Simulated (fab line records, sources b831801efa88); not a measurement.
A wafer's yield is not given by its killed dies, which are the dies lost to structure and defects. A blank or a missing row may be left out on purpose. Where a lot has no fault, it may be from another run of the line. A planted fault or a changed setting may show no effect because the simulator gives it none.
Matching of chambers | flow sky130 | rie_diel-02 running SKY_LI_CONTACT_ETCH_15: 4 sister chambers
The step etches PSG in C4F8/O2/Ar, stops on Si, target depth 600 nm. 8 wafers are shown with their chamber, then 8 later ones without.

== EACH WAFER AND ITS CHAMBER ==
wafer  | chamber | oes_product_au (a.u.)
L716.1 | 1       | 0.833
L716.3 | 0       | 0.840
L720.4 | 3       | 0.839
L720.6 | 2       | 0.831
L724.1 | 3       | 0.831
L724.4 | 2       | 0.836
L724.5 | 1       | 0.838
L726.1 | 0       | 0.834

== WAFERS WITH NO CHAMBER GIVEN ==
wafer  | oes_product_au (a.u.)
L726.4 | 0.834
L726.6 | 0.839
L728.1 | 0.833
L728.3 | 0.842
L728.6 | 0.831
L729.1 | 0.836
L729.2 | 0.838
L729.3 | 0.830

== THE CHAMBER EACH PASSED THROUGH ==
wafer  | from the rows above               | in truth
L726.4 | can't be placed: 2 or 3 or 1 or 0 | 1
L726.6 | can't be placed: 0 or 1 or 3 or 2 | 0
L728.1 | can't be placed: 2 or 3 or 1 or 0 | 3
L728.3 | can't be placed: 0 or 1 or 3 or 2 | 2
L728.6 | can't be placed: 2 or 3 or 1 or 0 | 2
L729.1 | can't be placed: 1 or 0 or 3 or 2 | 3
L729.2 | can't be placed: 0 or 1 or 3 or 2 | 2
L729.3 | can't be placed: 2 or 3 or 1 or 0 | 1
0 of 8 placed correctly. These rows do not allow placing 8 (true chamber among the candidates in 8). Placed wrongly: 0.
How it was worked out, from the rows above alone: a wafer's distance from a chamber is the root of the sum, over the readings, of the square of ((its reading less the chamber's mean) divided by the reading's scatter). The wafer belongs to the nearest chamber; if the next one is less than 2 further off, it can't be placed. The mean given for a chamber averages the wafers shown for that chamber. How the scatter is found: for the shown wafers, subtract from each reading the mean of its chamber, square and add these, divide the total by (wafers less chambers), then take the root.
